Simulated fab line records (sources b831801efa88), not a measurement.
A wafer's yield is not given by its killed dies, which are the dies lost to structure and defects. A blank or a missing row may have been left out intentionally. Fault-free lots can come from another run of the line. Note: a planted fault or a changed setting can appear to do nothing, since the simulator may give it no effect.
Which tool did it? :: flow sky130 :: 11 lots with 33 wafers sampled at 5 steps, on a route of 708 steps

WHAT EACH GAUGE READ, for each wafer
SKY_GATE_OXIDE_TW_MEAS_14.
lot: L389
measured: day 14 20:14
on: filmMetro-04
GATE_OXIDE_TW: 223.8 221.7 222.6

lot: L391
measured: day 14 17:00
on: filmMetro-04
GATE_OXIDE_TW: 222.9 223.3 222.5

lot: L392
measured: day 14 21:02
on: filmMetro-01
GATE_OXIDE_TW: 225.2 225.8 224.5

lot: L394
measured: day 15 15:16
on: filmMetro-03
GATE_OXIDE_TW: 226.6 226.4 226.7

lot: L395
measured: day 15 22:28
on: filmMetro-03
GATE_OXIDE_TW: 227.0 226.5 225.3

lot: L397
measured: day 16 20:00
on: filmMetro-03
GATE_OXIDE_TW: 225.2 225.3 225.9

lot: L398
measured: day 16 23:47
on: filmMetro-04
GATE_OXIDE_TW: 210.5 208.7 209.5

lot: L399
measured: day 17 13:20
on: filmMetro-03
GATE_OXIDE_TW: 225.9 225.0 225.6

lot: L400
measured: day 17 13:46
on: filmMetro-04
GATE_OXIDE_TW: 209.4 209.4 209.0

lot: L411
measured: day 21 07:07
on: filmMetro-01
GATE_OXIDE_TW: 226.6 228.0 227.4

lot: L412
measured: day 22 04:20
on: filmMetro-04
GATE_OXIDE_TW: 218.7 219.8 220.0

WHICH TOOL RAN EACH LOT (tool, then ch and the chambers of the sampled wafers, then the start)
lot: L389
SKY_FIELD_ISO_ETCH_17: rieSi-01 ch 0,2,3, day 2 20:44
SKY_PWDE_STRIP_09: plasmaAsher-01 ch 0,1, day 4 12:34
SKY_VT_ADJUST_LVTN_STRIP_09: plasmaAsher-01 ch 0,1, day 7 15:26
SKY_GATE_OXIDE_IMPLANT_11: implanter-01 ch 0, day 14 19:53

lot: L391
SKY_FIELD_ISO_ETCH_17: rieSi-02 ch 0,1,2, day 2 21:05
SKY_PWDE_STRIP_09: plasmaAsher-03 ch 0,1, day 4 13:28
SKY_VT_ADJUST_LVTN_STRIP_09: plasmaAsher-02 ch 0,1, day 7 16:57
SKY_GATE_OXIDE_IMPLANT_11: implanter-01 ch 0, day 14 16:41

lot: L392
SKY_FIELD_ISO_ETCH_17: rieSi-02 ch 0,1,2, day 2 21:57
SKY_PWDE_STRIP_09: plasmaAsher-04 ch 0,1, day 4 13:53
SKY_VT_ADJUST_LVTN_STRIP_09: plasmaAsher-01 ch 0,1, day 7 18:33
SKY_GATE_OXIDE_IMPLANT_11: implanter-04 ch 0, day 14 20:43

lot: L394
SKY_FIELD_ISO_ETCH_17: rieSi-01 ch 0,1,2, day 3 07:47
SKY_PWDE_STRIP_09: plasmaAsher-01 ch 0,1, day 5 03:22
SKY_VT_ADJUST_LVTN_STRIP_09: plasmaAsher-02 ch 0,1, day 8 08:39
SKY_GATE_OXIDE_IMPLANT_11: implanter-03 ch 0, day 15 14:49

lot: L395
SKY_FIELD_ISO_ETCH_17: rieSi-02 ch 1,2, day 3 12:17
SKY_PWDE_STRIP_09: plasmaAsher-04 ch 0,1, day 5 08:39
SKY_VT_ADJUST_LVTN_STRIP_09: plasmaAsher-01 ch 0,1, day 8 16:16
SKY_GATE_OXIDE_IMPLANT_11: implanter-04 ch 0, day 15 22:03

lot: L397
SKY_FIELD_ISO_ETCH_17: rieSi-02 ch 0,2,3, day 4 00:38
SKY_PWDE_STRIP_09: plasmaAsher-03 ch 0,1, day 5 19:43
SKY_VT_ADJUST_LVTN_STRIP_09: plasmaAsher-01 ch 0,1, day 9 05:16
SKY_GATE_OXIDE_IMPLANT_11: implanter-04 ch 0, day 16 19:39

lot: L398
SKY_FIELD_ISO_ETCH_17: rieSi-01 ch 1,2,3, day 4 04:13
SKY_PWDE_STRIP_09: plasmaAsher-01 ch 0,1, day 5 22:19
SKY_VT_ADJUST_LVTN_STRIP_09: plasmaAsher-02 ch 0,1, day 9 06:18
SKY_GATE_OXIDE_IMPLANT_11: implanter-04 ch 0, day 16 23:28

lot: L399
SKY_FIELD_ISO_ETCH_17: rieSi-02 ch 1,2,3, day 4 11:26
SKY_PWDE_STRIP_09: plasmaAsher-04 ch 0,1, day 6 05:56
SKY_VT_ADJUST_LVTN_STRIP_09: plasmaAsher-01 ch 0,1, day 9 16:33
SKY_GATE_OXIDE_IMPLANT_11: implanter-01 ch 0, day 17 13:01

lot: L400
SKY_FIELD_ISO_ETCH_17: rieSi-01 ch 0,1,3, day 4 15:12
SKY_PWDE_STRIP_09: plasmaAsher-01 ch 1, day 6 09:41
SKY_VT_ADJUST_LVTN_STRIP_09: plasmaAsher-01 ch 0,1, day 9 19:43
SKY_GATE_OXIDE_IMPLANT_11: implanter-04 ch 0, day 17 13:26

lot: L411
SKY_FIELD_ISO_ETCH_17: rieSi-02 ch 0,2,3, day 7 00:11
SKY_PWDE_STRIP_09: plasmaAsher-04 ch 0,1, day 8 22:31
SKY_VT_ADJUST_LVTN_STRIP_09: plasmaAsher-02 ch 0,1, day 12 17:29
SKY_GATE_OXIDE_IMPLANT_11: implanter-01 ch 0, day 21 06:45

lot: L412
SKY_FIELD_ISO_ETCH_17: rieSi-01 ch 1,2,3, day 7 07:48
SKY_PWDE_STRIP_09: plasmaAsher-04 ch 0,1, day 9 13:09
SKY_VT_ADJUST_LVTN_STRIP_09: plasmaAsher-04 ch 0,1, day 13 11:14
SKY_GATE_OXIDE_IMPLANT_11: implanter-01 ch 0, day 22 03:58
- SKY_FIELD_ISO_ETCH_17: etches Si in HBr/Cl2/O2, target depth 342 nm, time 101.3 s.
- SKY_PWDE_STRIP_09: strips in O2/N2.
- SKY_VT_ADJUST_LVTN_STRIP_09: strips in O2/N2.
- SKY_GATE_OXIDE_IMPLANT_11

AS READ BY THE TOOLS THEMSELVES (means over the sampled wafers that have a number; for cases with no such wafer, the mark the record gives instead)
SKY_FIELD_ISO_ETCH_17.
lot: L389
tool: rieSi-01
drypumpMotorCurrentA (A): 5.7
oesProductAu (a.u.): 1.007
throttleValvePct (%): 25.662

lot: L391
tool: rieSi-02
drypumpMotorCurrentA (A): 5.8
oesProductAu (a.u.): 1.008
throttleValvePct (%): 25.650

lot: L392
tool: rieSi-02
drypumpMotorCurrentA (A): 5.8
oesProductAu (a.u.): 1.000
throttleValvePct (%): 25.665

lot: L394
tool: rieSi-01
drypumpMotorCurrentA (A): 5.7
oesProductAu (a.u.): 0.992
throttleValvePct (%): 25.664

lot: L395
tool: rieSi-02
drypumpMotorCurrentA (A): 5.9
oesProductAu (a.u.): 0.992
throttleValvePct (%): 25.654

lot: L397
tool: rieSi-02
drypumpMotorCurrentA (A): 5.9
oesProductAu (a.u.): 0.997
throttleValvePct (%): 25.661

lot: L398
tool: rieSi-01
drypumpMotorCurrentA (A): 5.9
oesProductAu (a.u.): 0.988
throttleValvePct (%): 25.663

lot: L399
tool: rieSi-02
drypumpMotorCurrentA (A): 5.6
oesProductAu (a.u.): 0.993
throttleValvePct (%): 25.656

lot: L400
tool: rieSi-01
drypumpMotorCurrentA (A): 5.8
oesProductAu (a.u.): 0.993
throttleValvePct (%): 25.653

lot: L411
tool: rieSi-02
drypumpMotorCurrentA (A): 5.9
oesProductAu (a.u.): 0.996
throttleValvePct (%): 25.660

lot: L412
tool: rieSi-01
drypumpMotorCurrentA (A): 5.9
oesProductAu (a.u.): 0.995
throttleValvePct (%): 25.658

SKY_PWDE_STRIP_09.
lot: L389
tool: plasmaAsher-01
drypumpMotorCurrentA (A): 6.2
oesProductAu (a.u.): 0.729
stripTimeToEndpointS (s): 37.12

lot: L391
tool: plasmaAsher-03
drypumpMotorCurrentA (A): 5.4
oesProductAu (a.u.): 0.727
stripTimeToEndpointS (s): 37.17

lot: L392
tool: plasmaAsher-04
drypumpMotorCurrentA (A): 6.0
oesProductAu (a.u.): 0.723
stripTimeToEndpointS (s): 37.10

lot: L394
tool: plasmaAsher-01
drypumpMotorCurrentA (A): 5.9
oesProductAu (a.u.): 0.720
stripTimeToEndpointS (s): 37.21

lot: L395
tool: plasmaAsher-04
drypumpMotorCurrentA (A): 5.9
oesProductAu (a.u.): 0.722
stripTimeToEndpointS (s): 37.23

lot: L397
tool: plasmaAsher-03
drypumpMotorCurrentA (A): 5.8
oesProductAu (a.u.): 0.721
stripTimeToEndpointS (s): 37.14

lot: L398
tool: plasmaAsher-01
drypumpMotorCurrentA (A): 6.2
oesProductAu (a.u.): 0.723
stripTimeToEndpointS (s): 37.29

lot: L399
tool: plasmaAsher-04
drypumpMotorCurrentA (A): 6.0
oesProductAu (a.u.): 0.723
stripTimeToEndpointS (s): 37.39

lot: L400
tool: plasmaAsher-01
drypumpMotorCurrentA (A): 5.5
oesProductAu (a.u.): 0.728
stripTimeToEndpointS (s): 37.31

lot: L411
tool: plasmaAsher-04
drypumpMotorCurrentA (A): 5.9
oesProductAu (a.u.): 0.723
stripTimeToEndpointS (s): 37.18

lot: L412
tool: plasmaAsher-04
drypumpMotorCurrentA (A): 6.0
oesProductAu (a.u.): 0.724
stripTimeToEndpointS (s): 37.15

SKY_VT_ADJUST_LVTN_STRIP_09.
lot: L389
tool: plasmaAsher-01
drypumpMotorCurrentA (A): 6.3
oesProductAu (a.u.): 0.721
stripTimeToEndpointS (s): 36.54

lot: L391
tool: plasmaAsher-02
drypumpMotorCurrentA (A): 5.4
oesProductAu (a.u.): 0.726
stripTimeToEndpointS (s): 36.52

lot: L392
tool: plasmaAsher-01
drypumpMotorCurrentA (A): 6.2
oesProductAu (a.u.): 0.720
stripTimeToEndpointS (s): 36.38

lot: L394
tool: plasmaAsher-02
drypumpMotorCurrentA (A): 5.1
oesProductAu (a.u.): 0.720
stripTimeToEndpointS (s): 36.38

lot: L395
tool: plasmaAsher-01
drypumpMotorCurrentA (A): 5.8
oesProductAu (a.u.): 0.718
stripTimeToEndpointS (s): 36.53

lot: L397
tool: plasmaAsher-01
drypumpMotorCurrentA (A): 5.9
oesProductAu (a.u.): 0.724
stripTimeToEndpointS (s): 36.47

lot: L398
tool: plasmaAsher-02
drypumpMotorCurrentA (A): 5.1
oesProductAu (a.u.): 0.719
stripTimeToEndpointS (s): 36.51

lot: L399
tool: plasmaAsher-01
drypumpMotorCurrentA (A): 5.9
oesProductAu (a.u.): 0.722
stripTimeToEndpointS (s): 36.64

lot: L400
tool: plasmaAsher-01
drypumpMotorCurrentA (A): 5.9
oesProductAu (a.u.): 0.725
stripTimeToEndpointS (s): 36.46

lot: L411
tool: plasmaAsher-02
drypumpMotorCurrentA (A): 5.1
oesProductAu (a.u.): 0.721
stripTimeToEndpointS (s): 36.53

lot: L412
tool: plasmaAsher-04
drypumpMotorCurrentA (A): 6.0
oesProductAu (a.u.): 0.723
stripTimeToEndpointS (s): 36.44

SKY_GATE_OXIDE_IMPLANT_11.
lot: L389
tool: implanter-01
beamOnS (s): 10.02
doseIonsCm2: 2.5957e+12
faradayCurrentUA: 14.64

lot: L391
tool: implanter-01
beamOnS (s): 10.08
doseIonsCm2: 2.6026e+12
faradayCurrentUA: 14.55

lot: L392
tool: implanter-04
beamOnS (s): 10.04
doseIonsCm2: 2.5971e+12
faradayCurrentUA: 14.62

lot: L394
tool: implanter-03
beamOnS (s): 9.91
doseIonsCm2: 2.5940e+12
faradayCurrentUA: 14.80

lot: L395
tool: implanter-04
beamOnS (s): 10.06
doseIonsCm2: 2.6038e+12
faradayCurrentUA: 14.58

lot: L397
tool: implanter-04
beamOnS (s): 10.04
doseIonsCm2: 2.5999e+12
faradayCurrentUA: 14.56

lot: L398
tool: implanter-04
beamOnS (s): 10.06
doseIonsCm2: 2.0597e+12
faradayCurrentUA: 11.55

lot: L399
tool: implanter-01
beamOnS (s): 9.83
doseIonsCm2: 2.5975e+12
faradayCurrentUA: 14.93

lot: L400
tool: implanter-04
beamOnS (s): 10.03
doseIonsCm2: 2.0606e+12
faradayCurrentUA: 11.58

lot: L411
tool: implanter-01
beamOnS (s): 10.00
doseIonsCm2: 2.5979e+12
faradayCurrentUA: 14.69

lot: L412
tool: implanter-01
beamOnS (s): 9.91
doseIonsCm2: 2.5960e+12
faradayCurrentUA: 14.81

THE ANSWER, worked out from the rows above alone
Rule: what is usual is taken from the lots themselves. The widest of any qualifying gaps counts: lots, ordered by their means at a reading, are off when they make up no more than a third of the lots, leave a main group of 4 or more, and stand apart from it by 3 or more times the standard deviation of that group's means. A main group whose means are all the same, to the digits that the tables above print for the reading, isn't used. Also off: a lot with no number at a reading for which 4 or more lots have one. Any other lot the step has rows for is counted as sound. Order of review: gauges by route order, followed by the tools' own readings, for which a lot's mean as printed above is used. The first step at which some lot is off is used, and at that step the reading that is off furthest; a lot without a number counts as furthest.
Off: at SKY_GATE_OXIDE_TW_MEAS_14 (GATE_OXIDE_TW), L398, L400. For the main group the mean is 224.6 and the standard deviation 2.3.
A tool fits if, at a process step before that reading, it ran every lot that is off, and no sound lot after the first of them. The gauges at SKY_GATE_OXIDE_TW_MEAS_14 aren't tried: what is off there is off at SKY_GATE_OXIDE_IMPLANT_11 too, on other tools, and a gauge's error can't cause that. This does not decide it: 2 tools fit, namely plasmaAsher-01 at SKY_PWDE_STRIP_09 and implanter-04 at SKY_GATE_OXIDE_IMPLANT_11.

WHAT THE SIMULATOR PUT IN
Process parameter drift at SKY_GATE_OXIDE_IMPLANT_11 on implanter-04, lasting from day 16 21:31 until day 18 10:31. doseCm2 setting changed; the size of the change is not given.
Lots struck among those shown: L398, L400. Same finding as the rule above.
